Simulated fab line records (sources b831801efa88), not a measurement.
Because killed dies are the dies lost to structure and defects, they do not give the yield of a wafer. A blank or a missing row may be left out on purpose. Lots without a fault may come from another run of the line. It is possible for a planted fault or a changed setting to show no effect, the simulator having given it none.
fab line records ; flow sky130
record: lots: 5; wafers: 15; last-day: 50
route steps=708 shown SD_P@324 RES_XHIGH@332 SD_N@342 PAD_OPEN@708
lots that met no fault: from a run of the same line without faults
start-h: start of the lot's first displayed wafer, in hours after the record's first day ; wait-h: hours from the lot's prior step to this one ; " same as the row above ; L1.1+2: several wafers, shown together as one row ; - value missing, or start not given ; * or withheld: withheld ; < > ~ a bound
route shown NAME@n: NAME is a module with steps in the file, n the number in the route of the first one ; usual: mean/standard deviation of fault-free wafers ; same: alike in all rows ; chamber/n: place in a boat ; sites: each site's reading ; _std_site: how widely they spread, as a standard deviation ; _edge_site: outer sites' mean less inner sites' ; radius-mm: for every site, how far away it sits from the centre of the wafer ; mask NAME#n: copy n ; behind: tool/chamber where the wafer was last shaped ; hold: what put the lot on hold/how long, in hours/how the hold closed ; device: transistor that didn't switch, given as n, p or np ; end of line: the route-end tests of the same wafers ; a step given without rows: its recipe and nothing more ; killed: the dies lost at the first sort to structure and to defects; this is not the yield of the wafer ; map: the dies of a wafer, with x for killed, . for not killed, _ for no die there
set.NAME: setting as actually run; set.NAME@STEP: the setting as run at that earlier step ; model.NAME: the simulator's own value behind a step, which no gauge read
lots seen at some steps along the route; tables by step, rows by wafer
services: when a tool's chamber went out of use (start-h, in hours from the record's first day, below 0 if earlier), for how many hours, and the reason
== steps ==
step: SKY_SD_P_EXPOSE_04
recipe: mask-id: PSDM; na: 0.6; source-shape: conventional; sigma-outer: 0.6; polarization: unpolarized; target-cd-nm: 380; dose-mj: 138
step: SKY_SD_P_PEB_05
recipe: temp-c: withheld; time-s: *; resist: NOVOLAK
step: SKY_SD_P_DEVELOP_06
recipe: resist: NOVOLAK; developer: TMAH; develop-time-s: 60; dev-temp-c: 23
step: SKY_SD_P_CD_MEAS_07
recipe: target-cd-nm: 380
usual: cd-nm: 380.1/2.3
lot.wafer;tool;chamber;start-h;wait-h;cd-nm
L530.1;cd-sem-02;-;621.82;0.1;381.2
L530.5;cd-sem-02;-;621.82;0.1;380.5
L530.6;cd-sem-02;-;621.82;0.1;381.6
L531.2;cd-sem-02;-;640.50;0.1;379.4
L531.4;cd-sem-02;-;640.50;0.1;378.3
L531.6;cd-sem-02;-;640.50;0.1;378.9
L533.2;cd-sem-02;-;678.65;0.1;381.0
L533.3;cd-sem-02;-;678.65;0.1;377.3
L533.4;cd-sem-02;-;678.65;0.1;382.3
L545.2;cd-sem-02;-;763.54;0.1;379.0
L545.4;cd-sem-02;-;763.54;0.1;376.6
L545.5;cd-sem-02;-;763.54;0.1;377.5
L546.2;cd-sem-01;-;763.84;0.1;379.9
L546.4;cd-sem-01;-;763.84;0.1;376.9
L546.6;cd-sem-01;-;763.84;0.1;378.0
step: SKY_SD_P_OVL_MEAS_08
usual: SD_P_OVL: 1.2/1.3
lot.wafer;tool;chamber;start-h;wait-h;SD_P_OVL[nm]
L530.1;overlay-01;-;621.94;0.1;3.8
L530.5;overlay-01;-;621.94;0.1;2.9
L530.6;overlay-01;-;621.94;0.1;3.3
L531.2;overlay-02;-;640.61;0.1;2.0
L531.4;overlay-02;-;640.61;0.1;2.7
L531.6;overlay-02;-;640.61;0.1;4.4
L533.2;overlay-02;-;678.76;0.1;1.1
L533.3;overlay-02;-;678.76;0.1;1.4
L533.4;overlay-02;-;678.76;0.1;1.3
L545.2;overlay-01;-;763.65;0.1;1.5
L545.4;overlay-01;-;763.65;0.1;2.1
L545.5;overlay-01;-;763.65;0.1;1.5
L546.2;overlay-01;-;763.95;0.1;1.5
L546.4;overlay-01;-;763.95;0.1;0.8
L546.6;overlay-01;-;763.95;0.1;0.8
step: SKY_SD_P_IMPLANT_09
recipe: species: BF2; energy-kev: 20; dose-cm2: 3e+15; tilt-deg: 0
step: SKY_SD_P_STRIP_10
recipe: chemistry: O2/N2; power-w: 1400; pressure-mtorr: 1500; platen-temp-c: withheld; o2-flow-sccm: 3000; n2-flow-sccm: 300; overash-fraction: 0.5
usual: drypump-motor-current-A: 5.5/0.57; oes-product-au: 0.618/0.0045; strip-time-to-endpoint-s: 17.49/0.033
lot.wafer;tool;chamber;start-h;wait-h;drypump-motor-current-A;oes-product-au;rf-hours-counter-h;strip-time-to-endpoint-s
L530.1;plasma-asher-01;1;622.13;0.1;5.7;0.611;95;17.40
L530.5;plasma-asher-01;1;622.13;0.1;5.7;0.614;-;17.43
L530.6;plasma-asher-01;0;622.13;0.1;4.9;0.617;-;17.46
L531.2;plasma-asher-04;0;640.79;0.1;5.6;0.618;79;17.45
L531.4;plasma-asher-04;0;640.79;0.1;5.7;0.619;-;17.49
L531.6;plasma-asher-04;0;640.79;0.1;5.6;0.617;-;17.49
L533.2;plasma-asher-01;0;678.94;0.1;4.9;0.617;101;17.52
L533.3;plasma-asher-01;1;678.94;0.1;5.7;0.625;-;17.50
L533.4;plasma-asher-01;0;678.94;0.1;4.9;0.611;-;17.50
L545.2;plasma-asher-04;0;763.83;0.1;5.6;0.619;92;17.47
L545.4;plasma-asher-04;1;763.83;0.1;5.1;0.614;-;17.52
L545.5;plasma-asher-04;0;763.83;0.1;5.6;0.617;-;17.52
L546.2;plasma-asher-04;0;764.13;0.1;5.6;0.619;93;17.48
L546.4;plasma-asher-04;1;764.13;0.1;5.2;0.617;-;17.46
L546.6;plasma-asher-04;1;764.13;0.1;5.2;0.628;-;17.48
step: SKY_SD_P_TW_MEAS_11
usual: SD_P_TW: 2820/30
lot.wafer;tool;chamber;start-h;wait-h;SD_P_TW
L530.1;film-metro-01;-;622.23;0.1;2838
L530.5;film-metro-01;-;622.23;0.1;2840
L530.6;film-metro-01;-;622.23;0.1;2833
L531.2;film-metro-01;-;640.90;0.1;2806
L531.4;film-metro-01;-;640.90;0.1;2821
L531.6;film-metro-01;-;640.90;0.1;2812
L533.2;film-metro-03;-;679.05;0.1;2812
L533.3;film-metro-03;-;679.05;0.1;2798
L533.4;film-metro-03;-;679.05;0.1;2795
L545.2;film-metro-04;-;763.94;0.1;2857
L545.4;film-metro-04;-;763.94;0.1;2871
L545.5;film-metro-04;-;763.94;0.1;2853
L546.2;film-metro-03;-;764.24;0.1;2797
L546.4;film-metro-03;-;764.24;0.1;2785
L546.6;film-metro-03;-;764.24;0.1;2788
step: SKY_RES_XHIGH_DEHYDRATE_00
recipe: temp-c: 200; time-s: 60
step: SKY_RES_XHIGH_HMDS_01
recipe: prime-time-s: 60; prime-temp-c: 120
step: SKY_RES_XHIGH_COAT_02
recipe: resist: NOVOLAK; spin-rpm: 3000; resist-thk-nm: 1140
step: SKY_RES_XHIGH_SOFTBAKE_03
recipe: temp-c: 90; time-s: 60; resist: NOVOLAK
step: SKY_RES_XHIGH_EXPOSE_04
recipe: mask-id: URPM; na: 0.6; source-shape: conventional; sigma-outer: 0.6; polarization: unpolarized; target-cd-nm: 1270; dose-mj: 140
usual: exposure-dose-mJ-cm2: 140.01/0.14
lot.wafer;tool;chamber;start-h;wait-h;mask;exposure-dose-mJ-cm2
L530.1;iline-stepper-01;0;636.97;-;URPM#0;139.86
L530.5;iline-stepper-01;0;636.97;-;URPM#0;140.07
L530.6;iline-stepper-01;0;636.97;-;URPM#0;140.24
L531.2;iline-stepper-02;0;655.31;-;URPM#0;140.00
L531.4;iline-stepper-02;0;655.31;-;URPM#0;139.73
L531.6;iline-stepper-02;0;655.31;-;URPM#0;139.99
L533.2;iline-stepper-02;0;692.69;-;NSDM#0;140.19
L533.3;iline-stepper-02;0;692.69;-;NSDM#0;140.08
L533.4;iline-stepper-02;0;692.69;-;NSDM#0;140.22
L545.2;iline-stepper-02;0;775.64;-;URPM#0;139.98
L545.4;iline-stepper-02;0;775.64;-;URPM#0;139.90
L545.5;iline-stepper-02;0;775.64;-;URPM#0;140.01
L546.2;iline-stepper-01;0;776.77;-;URPM#0;139.95
L546.4;iline-stepper-01;0;776.77;-;URPM#0;139.71
L546.6;iline-stepper-01;0;776.77;-;URPM#0;140.07
step: SKY_RES_XHIGH_PEB_05
recipe: temp-c: withheld; time-s: *; resist: NOVOLAK
step: SKY_RES_XHIGH_DEVELOP_06
recipe: resist: NOVOLAK; developer: TMAH; develop-time-s: 60; dev-temp-c: 23
step: SKY_RES_XHIGH_IMPLANT_07
recipe: species: BF2; energy-kev: 20; dose-cm2: 3.6e+14; tilt-deg: 0
step: SKY_RES_XHIGH_STRIP_08
recipe: chemistry: O2/N2; power-w: 1400; pressure-mtorr: 1500; platen-temp-c: withheld; o2-flow-sccm: 3000; n2-flow-sccm: 300; overash-fraction: 0.5
usual: drypump-motor-current-A: 5.5/0.59; oes-product-au: 0.711/0.0048; strip-time-to-endpoint-s: 14.29/0.042
lot.wafer;tool;chamber;start-h;wait-h;drypump-motor-current-A;oes-product-au;rf-hours-counter-h;strip-time-to-endpoint-s
L530.1;plasma-asher-01;0;650.92;0.1;5.0;0.699;98;14.22
L530.5;plasma-asher-01;0;650.92;0.1;4.9;0.707;-;14.25
L530.6;plasma-asher-01;1;650.92;0.1;5.6;0.710;-;14.29
L531.2;plasma-asher-01;0;669.52;0.1;4.9;0.710;100;14.28
L531.4;plasma-asher-01;0;669.52;0.1;4.9;0.723;-;14.31
L531.6;plasma-asher-01;0;669.52;0.1;4.9;0.711;-;14.25
L533.2;plasma-asher-01;0;704.67;0.1;4.9;0.707;102;14.28
L533.3;plasma-asher-01;0;704.67;0.1;4.9;0.712;-;14.26
L533.4;plasma-asher-01;1;704.67;0.1;5.7;0.715;-;14.27
L545.2;plasma-asher-02;1;789.22;0.1;5.3;0.712;32;14.26
L545.4;plasma-asher-02;1;789.22;0.1;5.3;0.706;-;14.22
L545.5;plasma-asher-02;0;789.22;0.1;6.8;0.707;-;14.24
L546.2;plasma-asher-03;1;790.47;0.1;5.9;0.721;69;14.33
L546.4;plasma-asher-03;0;790.47;0.1;5.0;0.707;-;14.30
L546.6;plasma-asher-03;0;790.47;0.1;5.0;0.711;-;14.33
step: SKY_RES_XHIGH_TW_MEAS_09
usual: RES_XHIGH_TW: 1639/15
lot.wafer;tool;chamber;start-h;wait-h;RES_XHIGH_TW
L530.1;film-metro-04;-;651.02;0.1;1662
L530.5;film-metro-04;-;651.02;0.1;1659
L530.6;film-metro-04;-;651.02;0.1;1669
L531.2;film-metro-04;-;669.63;0.1;1653
L531.4;film-metro-04;-;669.63;0.1;1652
L531.6;film-metro-04;-;669.63;0.1;1657
L533.2;film-metro-01;-;704.78;0.1;30
L533.3;film-metro-01;-;704.78;0.1;30
L533.4;film-metro-01;-;704.78;0.1;30
L545.2;film-metro-01;-;789.33;0.1;1635
L545.4;film-metro-01;-;789.33;0.1;1634
L545.5;film-metro-01;-;789.33;0.1;1637
L546.2;film-metro-03;-;790.58;0.1;1627
L546.4;film-metro-03;-;790.58;0.1;1618
L546.6;film-metro-03;-;790.58;0.1;1631
step: SKY_SD_N_DEHYDRATE_00
recipe: temp-c: 200; time-s: 60
step: SKY_PAD_OPEN_PROBE_99
usual: killed_at_M0_to_M3: 43/7.2; killed_at_M4_up: 3.5/2; killed-at-contacts: 24/5.2; killed-at-front-end: 15/4.4; killed-at-other: 0.2/0.48; killed-dies: 85/9.4; killed-on-rim: 16/3.7; killed-open: 46/7.3; killed-short: 39/6.1
same: gross-dies: 492; killed-at-back-side: 0
lot.wafer;tool;chamber;start-h;wait-h;killed_at_M0_to_M3;killed_at_M4_up;killed-at-contacts;killed-at-front-end;killed-at-other;killed-dies;killed-on-rim;killed-open;killed-short;model.etest.res-ndiff.line-ohm-um;model.etest.nfet-g5v0d10v5.r-on-ohm-um;model.etest.sonos-uncharged.r-on-ohm-um;model.etest.res-ndiff.rs-ohm-sq;model.etest.nfet_01v8.r-on-ohm-um;model.etest.licon-ndiff.rc-ohm;model.etest.res-ndiff-hv.rs-ohm-sq;model.etest.diode-ndiff-pwell.leak-log10-a-cm2
L530.1;prober-01;-;1100.72;0.1;42;6;21;22;0;91;13;48;43;769.4;1890;807.6;120.8;853.9;187.7;114.9;-7.512
L530.5;prober-01;-;1100.92;0.2;44;8;21;14;0;87;17;47;40;775;1915;815.5;121.7;870.2;199.4;115.4;-7.574
L530.6;prober-01;-;1100.97;0.2;42;3;32;9;0;86;14;51;35;772.9;1911;816.8;121.9;854.3;187;114.9;-7.222
L531.4;prober-01;-;1116.23;0.2;55;5;34;17;2;113;19;55;54;743.5;1884;819.2;116.8;829;184;111.5;-7.148
L531.6;prober-01;-;1116.33;0.2;39;3;21;17;0;80;17;46;33;752.1;1897;805.8;118;833.3;181.4;112.5;-7.308
L533.2;prober-01;-;1127.20;0.1;36;4;28;11;413;492;96;47;32;946.4;2029;912;150.8;863.1;216.7;138.8;-5.772
L533.3;prober-01;-;1127.25;0.2;42;5;18;10;417;492;96;37;39;971.9;2020;909.5;151.9;839.2;214.1;140.3;-5.889
L533.4;prober-01;-;1127.30;0.2;46;3;18;14;411;492;96;45;36;969.5;2001;908.6;150.5;860.5;208.4;139.3;-6.166
L546.2;prober-01;-;1189.89;0.1;35;2;20;15;0;72;13;39;33;742.5;1870;809.3;120.2;849.9;187.4;114.4;-7.651
L546.4;prober-01;-;1189.99;0.2;44;0;29;18;0;91;19;59;32;761.7;1873;812.6;120.7;850.8;182.4;114.4;-7.154
L546.6;prober-01;-;1190.09;0.2;35;8;27;17;0;87;17;44;43;747.2;1863;800.2;121;814.9;178.2;114.1;-7.501
L545.2;prober-02;-;1192.32;0.1;52;4;32;10;0;98;12;64;34;765.4;1908;843.7;121.3;870.9;177.9;115.5;-7.63
L545.4;prober-02;-;1192.42;0.2;47;8;26;18;1;100;18;52;48;768.3;1922;831.5;120.8;864.3;183.5;115.5;-7.493
L545.5;prober-02;-;1192.47;0.2;47;2;17;23;0;89;16;44;45;776.1;1902;816.6;120.2;841.9;177.4;114.2;-7.54
killed by level:class
L530.1 METAL1:geometric-particle:short=10 VIA1:geometric-particle:open=9 LI_CONTACT:geometric-particle:open=8 POLY_GATE:geometric-particle:open=6 VIA3:geometric-particle:open=6 POLY_GATE:geometric-particle:short=5 FIELD_ISO:geometric-particle:open=4 FIELD_ISO:geometric-particle:short=4
L530.5 VIA1:geometric-particle:open=11 VIA2:geometric-particle:open=11 METAL4:geometric-particle:short=8 LI_CONTACT:geometric-particle:open=7 CONTACT:geometric-particle:open=6 VIA1:geometric-particle:short=5 VIA2:geometric-particle:short=4 POLY_GATE:geometric-particle:open=4
L530.6 CONTACT:geometric-particle:open=11 VIA1:geometric-particle:open=8 VIA2:geometric-particle:open=8 LI_CONTACT:geometric-particle:open=7 LI_CONTACT:geometric-particle:short=5 METAL2:geometric-particle:short=5 VIA3:geometric-particle:open=5 VIA2:geometric-particle:short=4
L531.4 VIA1:geometric-particle:open=14 CONTACT:geometric-particle:open=11 LI_CONTACT:geometric-particle:open=9 VIA3:geometric-particle:open=8 VIA1:geometric-particle:short=7 CONTACT:geometric-particle:short=7 POLY_GATE:geometric-particle:short=6 METAL1:geometric-particle:short=6
L531.6 VIA2:geometric-particle:open=9 LI_CONTACT:geometric-particle:open=8 FIELD_ISO:geometric-particle:short=6 VIA3:geometric-particle:open=6 CONTACT:geometric-particle:short=6 VIA1:geometric-particle:open=6 LOCAL_INTERCONNECT:geometric-particle:short=4 METAL1:geometric-particle:short=4
L533.2 RES_XHIGH:area-expose=413 VIA1:geometric-particle:open=10 CONTACT:geometric-particle:open=10 LI_CONTACT:geometric-particle:open=9 METAL2:geometric-particle:short=6 METAL1:geometric-particle:short=5 VIA2:geometric-particle:open=5 VIA3:geometric-particle:open=5
L533.3 RES_XHIGH:area-expose=416 VIA1:geometric-particle:open=8 METAL1:geometric-particle:short=8 CONTACT:geometric-particle:open=7 VIA1:geometric-particle:short=6 VIA2:geometric-particle:open=4 FIELD_ISO:geometric-particle:short=3 CONTACT:geometric-particle:short=3
L533.4 RES_XHIGH:area-expose=411 VIA1:geometric-particle:open=12 CONTACT:geometric-particle:open=9 VIA3:geometric-particle:open=8 METAL1:geometric-particle:short=5 VIA1:geometric-particle:short=5 METAL2:geometric-particle:short=5 LOCAL_INTERCONNECT:geometric-particle:short=4
L546.2 VIA1:geometric-particle:open=7 LI_CONTACT:geometric-particle:open=6 VIA2:geometric-particle:open=6 FIELD_ISO:geometric-particle:open=5 CONTACT:geometric-particle:short=5 CONTACT:geometric-particle:open=5 METAL2:geometric-particle:short=5 FIELD_ISO:geometric-particle:short=4
L546.4 CONTACT:geometric-particle:open=11 VIA2:geometric-particle:open=9 VIA1:geometric-particle:open=9 VIA3:geometric-particle:open=8 FIELD_ISO:geometric-particle:open=6 LI_CONTACT:geometric-particle:open=6 FIELD_ISO:geometric-particle:short=5 METAL2:geometric-particle:short=5
L546.6 CONTACT:geometric-particle:open=9 VIA3:geometric-particle:open=8 LI_CONTACT:geometric-particle:open=8 POLY_GATE:geometric-particle:short=7 CONTACT:geometric-particle:short=7 VIA1:geometric-particle:open=6 METAL4:geometric-particle:short=6 FIELD_ISO:geometric-particle:open=4
L545.2 LI_CONTACT:geometric-particle:open=15 VIA1:geometric-particle:open=15 METAL1:geometric-particle:short=9 VIA2:geometric-particle:open=9 VIA3:geometric-particle:open=7 CONTACT:geometric-particle:open=6 LOCAL_INTERCONNECT:geometric-particle:short=4 CONTACT:geometric-particle:short=4
L545.4 VIA1:geometric-particle:open=9 LI_CONTACT:geometric-particle:open=8 METAL1:geometric-particle:short=7 CONTACT:geometric-particle:open=7 METAL4:geometric-particle:short=7 POLY_GATE:geometric-particle:open=6 METAL2:geometric-particle:short=6 VIA3:geometric-particle:open=6
L545.5 VIA1:geometric-particle:open=9 POLY_GATE:geometric-particle:short=7 VIA2:geometric-particle:open=6 CONTACT:geometric-particle:open=6 METAL1:geometric-particle:short=6 FIELD_ISO:geometric-particle:short=5 VIA2:geometric-particle:short=5 FIELD_ISO:geometric-particle:open=4
map L533.2 (x killed, . not)
__________xxxxxxxxxx_________
________xxxxxxxxxxxxxx_______
______xxxxxxxxxxxxxxxxxx_____
_____xxxxxxxxxxxxxxxxxxxx____
____xxxxxxxxxxxxxxxxxxxxxx___
___xxxxxxxxxxxxxxxxxxxxxxxx__
__xxxxxxxxxxxxxxxxxxxxxxxxxx_
_xxxxxxxxxxxxxxxxxxxxxxxxxxxx
_xxxxxxxxxxxxxxxxxxxxxxxxxxxx
_xxxxxxxxxxxxxxxxxxxxxxxxxxxx
_xxxxxxxxxxxxxxxxxxxxxxxxxxxx
_xxxxxxxxxxxxxxxxxxxxxxxxxxxx
_xxxxxxxxxxxxxxxxxxxxxxxxxxxx
_xxxxxxxxxxxxxxxxxxxxxxxxxxxx
_xxxxxxxxxxxxxxxxxxxxxxxxxxxx
__xxxxxxxxxxxxxxxxxxxxxxxxxx_
___xxxxxxxxxxxxxxxxxxxxxxxx__
____xxxxxxxxxxxxxxxxxxxxxx___
_____xxxxxxxxxxxxxxxxxxxx____
______xxxxxxxxxxxxxxxxxx_____
________xxxxxxxxxxxxxx_______
__________xxxxxxxxxx_________
map L531.4 (x killed, . not)
__________.........._________
________x...xxx......._______
______x.x.........xx..x._____
_____x.......xx.xx..x....____
____..x.....x....x.xx.x..x___
___......xx..........x.....__
__....xx........x..x.x.xxx.._
_..x..x.....x...xx........x.x
_x....x.xx.....x.x.....x.x...
_.x..........x...x.......x...
_.............x....x..x...x..
_.....x.....x...............x
_......x..xxxx.x.............
_..xx........x.x...x..xx..x..
_...xx..xx.x..x.....x....x.x.
__.x.....xx.....x......x...._
___....x....xx..x..x.x.xx.x__
____.............x.x......___
_____...x........x..xx...____
______...x..x.x...x....._____
________.xx........xxx_______
__________x....x...._________
== services ==
tool;chamber;start-h;hours;kind
iline-stepper-02;-;600.70;7.9;repair
iline-stepper-02;-;609.86;1.7;pm
plasma-asher-02;-;636.50;14.6;pm
iline-stepper-01;-;644.66;1.7;pm
iline-stepper-02;-;649.82;4.4;pm
plasma-asher-01;-;656.32;3.0;repair
iline-stepper-01;0;700.95;-;calibration
iline-stepper-01;-;715.54;0.6;repair
iline-stepper-02;-;720.59;4.3;pm
iline-stepper-02;0;729.16;-;calibration
plasma-asher-01;-;733.02;1.4;repair
plasma-asher-01;-;734.38;9.0;pm
plasma-asher-01;0;734.38;9.0;vent-cycle
plasma-asher-01;1;734.38;9.0;vent-cycle
plasma-asher-01;0;743.38;-;clean
plasma-asher-01;1;743.38;-;clean
iline-stepper-02;-;780.60;4.8;repair
== key ==
first-sign: step: SKY_RES_XHIGH_EXPOSE_04; reading: mask; direction: changed
effect: step: SKY_RES_XHIGH_TW_MEAS_09; reading: RES_XHIGH_TW; direction: down; sigmas: 99+; usual: 1639; struck: 30
effect: step: SKY_PAD_OPEN_PROBE_99; reading: killed-at-other; direction: up; sigmas: 99+; usual: 0.2; struck: 413.7
model-effect: step: SKY_PAD_OPEN_PROBE_99; value: etest.res-ndiff.line-ohm-um; without: 770.6; struck: 962.6
more-kills-born-at: SKY_RES_XHIGH_EXPOSE_04@iline-stepper-02: 1240
met-at SKY_RES_XHIGH_EXPOSE_04
struck-wafers L533.2,L533.3,L533.4
tester-left-out L533
onset-between 655.31 692.69
fault: kind: wrong-mask; tool: any; chamber: -; onset-h: 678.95; steps: SKY_RES_XHIGH_EXPOSE_04; aux-copy: NSDM#0; scope: struck-lots-only
tester-left-out: of these lots the tester's yield and bins aren't shown, on N5 and GAA mostly nor the transistor test; their killed dies are dies lost to structure and defects alone, not to doping, threshold or leakage, so they don't give the yield
